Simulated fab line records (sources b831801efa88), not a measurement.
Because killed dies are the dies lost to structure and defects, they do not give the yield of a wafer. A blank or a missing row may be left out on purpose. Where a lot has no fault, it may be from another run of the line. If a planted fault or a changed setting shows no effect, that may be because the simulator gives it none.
Split-lot trial	flow sky130	5 lots, 23 wafers read, on a route of 708 steps

## ON THE SPLIT
At SKY_SD_N_IMPLANT_10, the setting energy kev was moved away from the recipe's 20 on 10 of the 23 wafers read, by -2.0% to +4.1%. This setting was run at the recipe's value on the other wafers.

The reading is taken at the split's own step.

## THE READING
In nm, at SKY_SD_N_IMPLANT_10: implant.drp nm, which is the simulator's own figure and was read by no gauge. The file gives no usual value for it.

wafer	tool, chamber at the split	energy kev as run	against the recipe	implant.drp nm, nm	against lot-mates on the recipe
L074.1	implanter-02, 0	20	recipe	13	-
L074.2	implanter-02, 0	20	recipe	13	-
L074.4	implanter-02, 0	20.83	+4.1%	13.32	+0.32
L074.5	implanter-02, 0	20.83	+4.1%	13.32	+0.32
L074.6	implanter-02, 0	20.83	+4.1%	13.32	+0.32
L078.1	implanter-03, 0	19.61	-2.0%	12.84	-0.16
L078.6	implanter-03, 0	19.61	-2.0%	12.84	-0.16
L078.2	implanter-03, 0	20	recipe	13	-
L078.3	implanter-03, 0	20	recipe	13	-
L078.5	implanter-03, 0	20	recipe	13	-
L079.1	implanter-04, 0	20	recipe	13	-
L079.4	implanter-04, 0	20	recipe	13	-
L079.5	implanter-04, 0	20	recipe	13	-
L080.1	implanter-04, 0	20.44	+2.2%	13.17	+0.17
L080.5	implanter-04, 0	20.44	+2.2%	13.17	+0.17
L080.6	implanter-04, 0	20.44	+2.2%	13.17	+0.17
L080.2	implanter-04, 0	20	recipe	13	-
L080.4	implanter-04, 0	20	recipe	13	-
L082.2	implanter-03, 0	20	recipe	13	-
L082.4	implanter-03, 0	20	recipe	13	-
L082.5	implanter-03, 0	20	recipe	13	-
L082.3	implanter-03, 0	20.33	+1.6%	13.13	+0.13
L082.6	implanter-03, 0	20.33	+1.6%	13.13	+0.13

FIT RESULTS
A straight line over all 23 wafers: implant.drp nm changes by +0.078 nm for each +1% of energy kev; r = +1.00; the points scatter about the line by 0.0026 nm.
The same after taking each lot's own level away (the mean of its wafers on the recipe; 23 wafers): +0.078 nm for each +1%; r = +1.00; scatter 0.0026 nm.
The reading moves by 0.32 nm for the largest change in energy kev, on that fit.
The lots' own levels span 13.000 to 13.000 nm.
Hence the lot-to-lot level has little effect on the slope; both slopes agree.
Check: with one of the wafers moved furthest among these (+4.1%) left out of the fit, the line predicts +0.323 nm for it against its lot-mates. It came out at +0.32 nm against them.

## THESE WAFERS: OTHER SPLITS
Other splits were also applied to these wafers ahead of the reading. Each is held against what the fit with the lots' levels taken away leaves over:
other split on the same wafers	wafers away from the commonest value	r with implant.drp nm (lot level and that fit taken away)
SKY_LDD_HVN_COAT_02 resist thk nm	8	+0.06
SKY_LDD_HVN_IMPLANT_08 dose cm2	11	-0.10
SKY_LDD_LDN_IMPLANT_10 energy kev	10	+0.20
SKY_SD_P_IMPLANT_09 dose cm2	10	+0.06
SKY_RES_XHIGH_COAT_02 spin rpm	4	-0.34
SKY_RES_XHIGH_DEVELOP_06 develop time s	6	-0.03

## THE WHOLE CHAIN: every reading that the file lists as answering this split, in the file's order
step	what it does	reading	change (the file's fit)	r (the file's)
SKY_SD_N_IMPLANT_10		implant.rp nm (the simulator's own value, which no gauge read)	+0.19 nm for each +1% of the setting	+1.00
SKY_SD_N_IMPLANT_10		implant.drp nm (the simulator's own value, which no gauge read)	+0.078 nm for each +1% of the setting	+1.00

## THE FILE'S OWN FIT
implant.drp nm changes by +0.078 nm for each +1% of energy kev, r = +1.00.
